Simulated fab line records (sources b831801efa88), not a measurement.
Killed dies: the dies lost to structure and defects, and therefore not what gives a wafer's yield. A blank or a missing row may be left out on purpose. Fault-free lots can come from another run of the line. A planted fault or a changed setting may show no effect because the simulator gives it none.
fab line records    flow sky130
[record] lots = 12  wafers = 36  last-day = 51
route steps=708 shown METAL4@602 CAP2M@616 PASSIVATION@681 PAD_OPEN@707
lots untouched by any fault: they come from a run of this same line in which no faults occurred
start-h: hours from the record's opening day to when the first of the lot's shown wafers began    wait-h: hours from the lot's prior step to this one    " as in the row above    L1.1+2: several wafers, shown together as one row    - no value present, or no start provided    * or withheld: withheld    < > ~ a bound
route shown NAME@n: a module of which the file shows steps, and the number in the route of the first    usual: mean/standard deviation taken from wafers without a fault    same: alike in all rows    chamber/n: place in a boat    sites: per-site readings    _std_site: their standard deviation    _edge_site: mean of outer sites minus mean of inner sites    radius-mm: how far each site lies from the wafer's centre    mask NAME#n: copy n    behind: the tool/chamber that last shaped the wafer    hold: why the lot was held/for how many hours/how that ended    device: which transistor (n, p or np) failed to switch    end of line: tests run on the same wafers once the route is complete    a step without rows: its recipe alone    killed: not the wafer's yield, but the dies lost to structure and defects at the first sort    map: a wafer's dies, x killed, . not, _ none there
set.NAME: the setting the step ran with; set.NAME@STEP: the setting that earlier step ran with    model.NAME: the simulator's own value behind a step, which no gauge read
the route's steps for a sample of lots (tables are steps, rows are wafers)
services: from which hour (start-h, from the record's first day; less than 0 if before it) a tool's chamber was out of use, for how many hours, and why
[[steps]]
[step SKY_METAL4_SPUTTER_04]
[recipe] material = TiN  target-thk-nm = 70  power-w = 6500  time-s = 58.3  chamber-pressure-pa = 0.4
[usual] throttle-valve-pct = 29.7/1
lot.wafer  tool            chamber  start-h  wait-h  throttle-valve-pct
L317.2     pvd-sputter-01  -        959.86   0.0     29.9
L317.3     "               -        "        "       30.2
L317.5     "               -        "        "       29.8
L319.2     pvd-sputter-02  -        964.28   0.0     29.3
L319.5     "               -        "        "       29.6
L319.6     "               -        "        "       30.1
L324.4     pvd-sputter-03  -        997.94   0.0     29.6
L324.5     "               -        "        "       30.3
L324.6     "               -        "        "       29.7
L326.2     pvd-sputter-02  -        1002.81  0.0     29.8
L326.3     "               -        "        "       29.3
L326.6     "               -        "        "       29.8
L327.2     pvd-sputter-01  -        1019.06  0.0     31.8
L327.3     "               -        "        "       30.1
L327.5     "               -        "        "       30.4
L330.2     pvd-sputter-02  -        1036.40  0.0     29.2
L330.3     "               -        "        "       30.0
L330.5     "               -        "        "       29.2
L331.1     pvd-sputter-02  -        1046.85  0.0     27.3
L331.2     "               -        "        "       29.1
L331.3     "               -        "        "       29.3
L332.3     pvd-sputter-02  -        1048.17  0.0     29.2
L332.4     "               -        "        "       30.0
L332.6     "               -        "        "       29.9
L333.3     pvd-sputter-03  -        1048.82  0.0     30.2
L333.4     "               -        "        "       29.7
L333.5     "               -        "        "       30.0
L338.1     pvd-sputter-02  -        1102.59  0.0     29.4
L338.3     "               -        "        "       30.1
L338.6     "               -        "        "       29.2
L339.1     pvd-sputter-03  -        1106.44  0.0     29.4
L339.2     "               -        "        "       29.8
L339.6     "               -        "        "       29.4
L337.2     pvd-sputter-03  -        1108.04  0.0     29.4
L337.3     "               -        "        "       30.2
L337.4     "               -        "        "       29.5
[step SKY_CAP2M_METAL_ETCH_13]
[recipe] target-depth-nm = 220  stop-on = SiO2  chemistry = Cl2/BCl3  target = TiN  pressure-mtorr = 10  icp-w = 900  bias-w = 48.5  Cl2_flow_sccm = 60  bcl3-flow-sccm = 30  time-s = 62.9
[usual] bias-w = 48.50/0.14  drypump-motor-current-A = 5.83/0.28  oes-product-au = 0.945/0.0071  throttle-valve-pct = 21.898/0.0099
lot.wafer  tool          chamber  start-h  wait-h  bias-w  drypump-motor-current-A  oes-product-au  rf-hours-counter-h  throttle-valve-pct
L317.2     rie-metal-01  0        982.92   0.0     48.29   6.07                     0.954           8                   21.907
L317.3     "             0        "        "       48.59   6.07                     0.943           -                   21.902
L317.5     "             0        "        "       48.36   6.08                     0.950           -                   21.897
L319.2     rie-metal-03  0        988.18   0.0     48.40   5.47                     0.947           0                   21.892
L319.5     "             1        "        "       48.51   5.88                     0.946           -                   21.897
L319.6     "             0        "        "       48.54   5.46                     0.938           -                   21.914
L324.4     rie-metal-01  0        1021.53  0.0     48.73   6.08                     0.943           -                   21.890
L324.5     "             1        "        "       48.21   5.73                     0.949           -                   21.892
L324.6     "             0        "        "       48.70   6.06                     0.954           -                   21.922
L326.2     rie-metal-02  0        1026.38  0.0     48.42   6.17                     0.952           11                  21.889
L326.3     "             0        "        "       48.71   6.15                     0.948           -                   21.904
L326.6     "             0        "        "       48.62   6.16                     0.952           -                   21.889
L327.2     rie-metal-03  0        1042.22  0.0     48.43   5.46                     0.937           3                   21.913
L327.3     "             1        "        "       48.64   5.85                     0.947           -                   21.897
L327.5     "             1        "        "       48.66   5.86                     0.944           -                   21.889
L330.2     rie-metal-01  1        1058.52  0.0     48.36   5.79                     0.945           21                  21.889
L330.3     "             1        "        "       48.34   5.74                     0.951           -                   21.887
L330.5     "             0        "        "       48.73   6.07                     0.950           -                   21.877
L331.1     rie-metal-01  0        1068.20  0.0     48.58   6.08                     0.945           13                  21.883
L331.2     "             1        "        "       48.36   5.77                     0.942           22                  21.914
L331.3     "             1        "        "       48.60   5.78                     0.941           -                   21.876
L332.3     rie-metal-01  1        1069.98  0.0     48.44   5.76                     0.944           -                   21.910
L332.4     "             0        "        "       48.44   6.07                     0.949           -                   21.902
L332.6     "             1        "        "       48.50   5.76                     0.942           -                   21.914
L333.3     rie-metal-01  0        1070.80  0.0     48.48   6.06                     0.956           -                   21.894
L333.4     "             1        "        "       48.80   5.77                     0.947           -                   21.876
L333.5     "             1        "        "       48.73   5.78                     0.956           -                   21.898
L338.1     rie-metal-01  1        1122.52  0.0     48.61   5.82                     0.942           26                  21.892
L338.3     "             1        "        "       48.56   5.80                     0.956           -                   21.884
L338.6     "             1        "        "       48.68   5.79                     0.942           -                   21.896
L339.1     rie-metal-01  1        1125.43  0.0     48.40   5.78                     0.934           26                  21.899
L339.2     "             0        "        "       48.56   6.08                     0.958           18                  21.891
L339.6     "             0        "        "       48.31   6.06                     0.948           -                   21.910
L337.2     rie-metal-02  0        1127.98  0.0     48.37   6.16                     0.950           17                  21.886
L337.3     "             0        "        "       48.19   6.17                     0.934           -                   21.915
L337.4     "             1        "        "       48.25   5.34                     0.935           -                   21.913
[step SKY_PASSIVATION_CVD_00]
[recipe] material = SiO2  target-thk-nm = 90  temp-c = 400  time-s = withheld  rf-w = 600
[usual] heater-power-outer-w = 391/81  heater-power-w = 676/130
lot.wafer  tool      chamber  start-h  wait-h  heater-power-outer-w  heater-power-w
L317.2     pecvd-03  2        1056.71  0.0     356                   591
L317.3     "         1        "        "       288                   567
L317.5     "         1        "        "       292                   584
L319.2     pecvd-03  2        1061.25  0.0     280                   471
L319.5     "         1        "        "       279                   568
L319.6     "         2        "        "       283                   487
L324.4     pecvd-01  0        1091.09  0.0     -                     -
L324.5     "         0        "        "       -                     -
L324.6     "         2        "        "       -                     -
L326.2     pecvd-03  1        1094.58  0.0     -                     -
L326.3     "         0        "        "       -                     -
L326.6     "         1        "        "       -                     -
L327.2     pecvd-01  0        1110.73  0.0     -                     -
L327.3     "         2        "        "       -                     -
L327.5     "         0        "        "       -                     -
L330.2     pecvd-04  2        1124.14  0.0     409                   669
L330.3     "         0        "        "       472                   823
L330.5     "         0        "        "       468                   812
L331.1     pecvd-03  1        1133.90  0.0     256                   543
L331.2     "         2        "        "       308                   486
L331.3     "         1        "        "       263                   548
L332.3     pecvd-01  1        1136.40  0.0     393                   692
L332.4     "         1        "        "       387                   696
L332.6     "         2        "        "       454                   778
L333.3     pecvd-03  0        1136.78  0.0     347                   578
L333.4     "         1        "        "       347                   662
L333.5     "         0        "        "       367                   573
L338.1     pecvd-04  2        1180.88  0.0     462                   724
L338.3     "         0        "        "       479                   820
L338.6     "         2        "        "       349                   566
L339.1     pecvd-01  2        1181.65  0.0     438                   717
L339.2     "         1        "        "       364                   649
L339.6     "         2        "        "       455                   729
L337.2     pecvd-01  1        1184.50  0.0     329                   628
L337.3     "         2        "        "       479                   788
L337.4     "         2        "        "       478                   765
[step SKY_PAD_OPEN_BOW_MEAS_13]
[recipe] mode = bow
[usual] PAD_OPEN_BOW = 50/9
lot.wafer  tool           chamber  start-h  wait-h  PAD_OPEN_BOW[um]
L317.2     film-metro-02  -        1100.95  -       55
L317.3     "              -        "        "       49
L317.5     "              -        "        "       53
L319.2     film-metro-04  -        1106.39  -       53
L319.5     "              -        "        "       54
L319.6     "              -        "        "       55
L324.4     film-metro-02  -        1133.54  -       58
L324.5     "              -        "        "       59
L324.6     "              -        "        "       64
L326.2     film-metro-04  -        1136.75  -       55
L326.3     "              -        "        "       44
L326.6     "              -        "        "       58
L327.2     film-metro-01  -        1150.84  -       52
L327.3     "              -        "        "       53
L327.5     "              -        "        "       59
L330.2     film-metro-04  -        1163.45  -       57
L330.3     "              -        "        "       52
L330.5     "              -        "        "       61
L331.1     film-metro-01  -        1173.62  -       44
L331.2     "              -        "        "       52
L331.3     "              -        "        "       42
L332.3     film-metro-02  -        1175.41  -       55
L332.4     "              -        "        "       44
L332.6     "              -        "        "       52
L333.3     film-metro-04  -        1175.56  -       53
L333.4     "              -        "        "       49
L333.5     "              -        "        "       48
L338.1     film-metro-04  -        1214.37  -       45
L338.3     "              -        "        "       35
L338.6     "              -        "        "       25
L339.1     film-metro-01  -        1214.54  -       52
L339.2     "              -        "        "       48
L339.6     "              -        "        "       61
L337.2     film-metro-01  -        1216.81  -       57
L337.3     "              -        "        "       52
L337.4     "              -        "        "       44
[step SKY_PAD_OPEN_PROBE_99]
[usual] defect-limited-yield = 82.4/2  killed_at_M0_to_M3 = 43/6.8  killed_at_M4_up = 3.1/1.8  killed-at-contacts = 25/5.8  killed-at-front-end = 15/4.2  killed-at-other = 0.3/0.5  killed-dies = 87/9.7  killed-open = 47/7.3  killed-short = 39/6.6  sort_bin_3_pad_short = 0.9/0.37  sort_bin_5_function = 10.4/1.4  sort_bin_6_memory = 6.3/1.1  sort-n-pass = 405/9.7  sort-yield-pct = 82.4/2
[same] gross-dies = 492  killed-at-back-side = 0  sort_bin_4_leakage[%] = 0  sort_bin_8_speed[%] = 0
lot.wafer  tool       chamber  start-h  wait-h  defect-limited-yield[%]  killed_at_M0_to_M3  killed_at_M4_up  killed-at-contacts  killed-at-front-end  killed-at-other  killed-dies  killed-open  killed-short  sort_bin_3_pad_short[%]  sort_bin_5_function[%]  sort_bin_6_memory[%]  sort-n-pass  sort-yield-pct[%]
L317.2     prober-02  -        1101.10  0.1     80.1                     59                  1                23                  15                   0                98           58           40            0.6                      12.2                    7.1                   394          80.1
L317.3     prober-02  -        1101.15  0.2     82.3                     41                  2                29                  15                   0                87           54           33            1.0                      10.2                    6.5                   405          82.3
L317.5     prober-02  -        1101.25  0.2     82.7                     31                  2                32                  20                   0                85           51           34            1.0                      10.2                    6.1                   407          82.7
L319.2     prober-02  -        1106.54  0.1     85.2                     32                  4                23                  14                   0                73           32           41            1.0                      8.7                     5.1                   419          85.2
L319.5     prober-02  -        1106.69  0.2     81.7                     43                  7                23                  17                   0                90           45           45            0.4                      10.4                    7.5                   402          81.7
L319.6     prober-02  -        1106.74  0.2     82.3                     45                  2                22                  18                   0                87           36           51            1.4                      10.4                    5.9                   405          82.3
L327.2     prober-01  -        1150.99  0.1     81.5                     33                  1                25                  32                   0                91           62           29            1.0                      11.4                    6.1                   401          81.5
L327.3     prober-01  -        1151.04  0.2     78.7                     50                  5                26                  24                   0                105          63           42            0.8                      13.2                    7.3                   387          78.7
L327.5     prober-01  -        1151.14  0.2     82.7                     36                  1                32                  16                   0                85           49           36            1.0                      7.5                     8.7                   407          82.7
L330.2     prober-02  -        1163.60  0.1     83.3                     48                  4                18                  12                   0                82           37           45            0.4                      9.8                     6.5                   410          83.3
L330.3     prober-02  -        1163.65  0.2     83.5                     44                  3                23                  11                   0                81           43           38            0.8                      8.5                     7.1                   411          83.5
L330.5     prober-02  -        1163.75  0.2     82.1                     44                  1                28                  15                   0                88           45           43            0.4                      10.2                    7.3                   404          82.1
L331.1     prober-01  -        1173.74  0.1     82.1                     49                  3                22                  14                   0                88           41           47            0.8                      10.6                    6.5                   404          82.1
L331.2     prober-01  -        1173.79  0.1     80.9                     46                  4                29                  15                   0                94           50           44            0.8                      10.4                    7.9                   398          80.9
L331.3     prober-01  -        1173.84  0.2     83.5                     42                  4                21                  14                   0                81           37           44            1.0                      10.0                    5.5                   411          83.5
L332.3     prober-02  -        1175.59  0.2     77.8                     50                  5                32                  22                   0                109          70           39            1.4                      12.2                    8.5                   383          77.8
L332.4     prober-02  -        1175.64  0.2     79.1                     50                  5                27                  21                   0                103          63           40            1.2                      12.4                    7.3                   389          79.1
L332.6     prober-02  -        1175.74  0.2     81.1                     37                  5                32                  19                   0                93           57           36            0.8                      11.6                    6.5                   399          81.1
L333.3     prober-01  -        1175.74  0.2     80.5                     50                  1                33                  12                   0                96           47           49            1.4                      11.0                    7.1                   396          80.5
L333.4     prober-01  -        1175.79  0.2     82.5                     39                  6                25                  16                   0                86           50           36            0.4                      9.8                     7.3                   406          82.5
L333.5     prober-01  -        1175.84  0.2     81.3                     47                  2                32                  10                   1                92           49           43            1.4                      11.2                    6.1                   400          81.3
// killed by level:class
L317.2 VIA1:geometric-particle:open=17 VIA3:geometric-particle:open=9 METAL2:geometric-particle:short=9 CONTACT:geometric-particle:open=8 LI_CONTACT:geometric-particle:open=7 VIA2:geometric-particle:open=7 SPACER:geometric-particle:short=6 POLY_GATE:geometric-particle:short=4
L317.3 VIA1:geometric-particle:open=12 CONTACT:geometric-particle:open=11 LI_CONTACT:geometric-particle:open=9 METAL1:geometric-particle:short=9 VIA3:geometric-particle:open=8 FIELD_ISO:geometric-particle:open=4 POLY_GATE:geometric-particle:short=4 LOCAL_INTERCONNECT:geometric-particle:short=4
L317.5 CONTACT:geometric-particle:open=14 LI_CONTACT:geometric-particle:open=11 VIA1:geometric-particle:open=7 FIELD_ISO:geometric-particle:short=6 VIA3:geometric-particle:short=6 FIELD_ISO:geometric-particle:open=4 VIA1:geometric-particle:short=4 VIA3:geometric-particle:open=4
L319.2 LI_CONTACT:geometric-particle:open=10 FIELD_ISO:geometric-particle:short=7 METAL2:geometric-particle:short=6 CONTACT:geometric-particle:open=6 VIA1:geometric-particle:short=6 FIELD_ISO:geometric-particle:open=4 VIA3:geometric-particle:open=4 VIA3:geometric-particle:short=4
L319.5 LI_CONTACT:geometric-particle:open=11 VIA1:geometric-particle:open=8 METAL2:geometric-particle:short=7 LI_CONTACT:geometric-particle:short=6 METAL4:geometric-particle:short=6 FIELD_ISO:geometric-particle:open=5 VIA2:geometric-particle:short=5 VIA2:geometric-particle:open=5
L319.6 METAL1:geometric-particle:short=9 CONTACT:geometric-particle:open=7 VIA2:geometric-particle:open=7 VIA1:geometric-particle:short=6 POLY_GATE:geometric-particle:short=5 LI_CONTACT:geometric-particle:short=5 LOCAL_INTERCONNECT:geometric-particle:short=5 VIA1:geometric-particle:open=5
L327.2 VIA2:geometric-particle:open=10 LI_CONTACT:geometric-particle:open=9 POLY_GATE:geometric-particle:open=8 VIA1:geometric-particle:open=7 CONTACT:geometric-particle:open=7 FIELD_ISO:geometric-particle:short=5 FIELD_ISO:geometric-particle:open=5 POLY_GATE:geometric-particle:short=4
L327.3 VIA1:geometric-particle:open=12 CONTACT:geometric-particle:open=10 METAL1:geometric-particle:short=7 POLY_GATE:geometric-particle:open=6 LI_CONTACT:geometric-particle:open=6 CONTACT:geometric-particle:short=6 VIA2:geometric-particle:open=6 VIA3:geometric-particle:open=6
L327.5 CONTACT:geometric-particle:open=13 LI_CONTACT:geometric-particle:open=10 VIA3:geometric-particle:open=7 FIELD_ISO:geometric-particle:open=5 VIA1:geometric-particle:open=5 LOCAL_INTERCONNECT:geometric-particle:short=5 VIA1:geometric-particle:short=5 METAL1:geometric-particle:short=4
L330.2 VIA1:geometric-particle:open=11 VIA1:geometric-particle:short=9 METAL2:geometric-particle:short=8 CONTACT:geometric-particle:open=7 CONTACT:geometric-particle:short=5 LI_CONTACT:geometric-particle:open=4 METAL3:geometric-particle:short=4 VIA3:geometric-particle:open=4
L330.3 CONTACT:geometric-particle:open=11 VIA1:geometric-particle:open=7 METAL2:geometric-particle:short=7 VIA3:geometric-particle:open=7 CONTACT:geometric-particle:short=5 METAL1:geometric-particle:short=5 VIA2:geometric-particle:open=5 LI_CONTACT:geometric-particle:open=4
L330.5 VIA1:geometric-particle:open=11 LOCAL_INTERCONNECT:geometric-particle:short=9 CONTACT:geometric-particle:open=9 VIA2:geometric-particle:open=7 POLY_GATE:geometric-particle:short=6 METAL1:geometric-particle:short=6 LI_CONTACT:geometric-particle:open=4 VIA3:geometric-particle:open=4
L331.1 VIA1:geometric-particle:short=11 VIA1:geometric-particle:open=11 CONTACT:geometric-particle:open=6 METAL1:geometric-particle:short=5 LI_CONTACT:geometric-particle:open=5 CONTACT:geometric-particle:short=5 VIA2:geometric-particle:open=5 VIA2:geometric-particle:short=4
L331.2 CONTACT:geometric-particle:open=10 VIA3:geometric-particle:open=10 LI_CONTACT:geometric-particle:open=8 VIA2:geometric-particle:open=5 VIA3:geometric-particle:short=5 LI_CONTACT:geometric-particle:short=4 LOCAL_INTERCONNECT:geometric-particle:short=4 VIA1:geometric-particle:open=4
L331.3 CONTACT:geometric-particle:open=8 METAL2:geometric-particle:short=7 VIA1:geometric-particle:short=7 CONTACT:geometric-particle:short=6 VIA2:geometric-particle:open=5 VIA1:geometric-particle:open=5 LI_CONTACT:geometric-particle:open=4 METAL1:geometric-particle:short=4
L332.3 CONTACT:geometric-particle:open=14 LI_CONTACT:geometric-particle:open=13 VIA1:geometric-particle:open=13 FIELD_ISO:geometric-particle:open=9 VIA3:geometric-particle:open=8 POLY_GATE:geometric-particle:short=6 METAL1:geometric-particle:short=5 VIA2:geometric-particle:open=5
L332.4 VIA1:geometric-particle:open=17 LI_CONTACT:geometric-particle:open=10 VIA3:geometric-particle:open=9 CONTACT:geometric-particle:open=7 VIA2:geometric-particle:open=7 POLY_GATE:geometric-particle:open=6 CONTACT:geometric-particle:short=6 METAL2:geometric-particle:short=6
L332.6 VIA1:geometric-particle:open=13 CONTACT:geometric-particle:open=12 FIELD_ISO:geometric-particle:short=6 CONTACT:geometric-particle:short=5 POLY_GATE:geometric-particle:open=4 LI_CONTACT:geometric-particle:open=4 LI_CONTACT:geometric-particle:short=4 LOCAL_INTERCONNECT:geometric-particle:short=4
L333.3 CONTACT:geometric-particle:open=11 VIA1:geometric-particle:open=10 CONTACT:geometric-particle:short=9 METAL2:geometric-particle:short=9 LI_CONTACT:geometric-particle:open=7 METAL1:geometric-particle:short=7 VIA2:geometric-particle:open=6 VIA3:geometric-particle:short=5
L333.4 VIA1:geometric-particle:open=11 METAL2:geometric-particle:short=9 LI_CONTACT:geometric-particle:open=7 CONTACT:geometric-particle:open=7 VIA3:geometric-particle:open=7 FIELD_ISO:geometric-particle:short=5 LOCAL_INTERCONNECT:geometric-particle:short=4 POLY_GATE:geometric-particle:open=4
L333.5 CONTACT:geometric-particle:open=15 VIA1:geometric-particle:open=12 VIA3:geometric-particle:open=9 VIA1:geometric-particle:short=7 CONTACT:geometric-particle:short=6 METAL1:geometric-particle:short=6 FIELD_ISO:geometric-particle:short=5 LI_CONTACT:geometric-particle:open=5
[[services]]
tool            chamber  start-h  hours  kind
pecvd-03        -        987.46   14.6   pm
rie-metal-02    -        988.84   0.4    repair
pvd-sputter-03  -        1014.78  18.9   repair
rie-metal-03    -        1018.67  8.5    repair
rie-metal-01    -        1036.48  0.4    repair
rie-metal-03    1        1054.32  15.0   repair
pvd-sputter-01  -        1059.79  2.6    repair
pecvd-03        0        1060.17  9.2    repair
rie-metal-02    -        1064.44  10.0   pm
rie-metal-03    -        1077.97  2.8    pm
pecvd-01        1        1081.21  24.6   repair
rie-metal-03    1        1082.58  10.0   repair
pecvd-01        -        1087.31  2.8    pm
pecvd-04        -        1092.91  0.3    repair
rie-metal-03    0        1107.94  5.5    repair
pecvd-01        -        1114.36  0.8    repair
pecvd-03        -        1115.72  0.8    repair
pecvd-04        1        1122.21  12.9   repair
pvd-sputter-01  -        1128.85  6.3    repair
pecvd-03        0        1133.85  2.6    repair
rie-metal-02    -        1140.72  0.6    repair
rie-metal-01    1        1162.13  4.9    repair
pecvd-01        -        1167.55  5.5    pm
pvd-sputter-02  -        1168.04  0.7    repair
[[key]]
[first-sign] step = SKY_PASSIVATION_CVD_00  reading = tool-record  direction = missing
effect none on later readings
met-at SKY_PASSIVATION_CVD_00
struck-lots L324,L326,L327
not-acting-at SKY_METAL4_SPUTTER_04,SKY_CAP2M_METAL_ETCH_13,SKY_PAD_OPEN_BOW_MEAS_13
onset-between 1061.25 1091.09
[fault] kind = skipped-step-whole  tool = pecvd-01,pecvd-03  chamber = -  onset-h = 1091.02  steps = SKY_PASSIVATION_CVD_00  scope = struck-lots-only
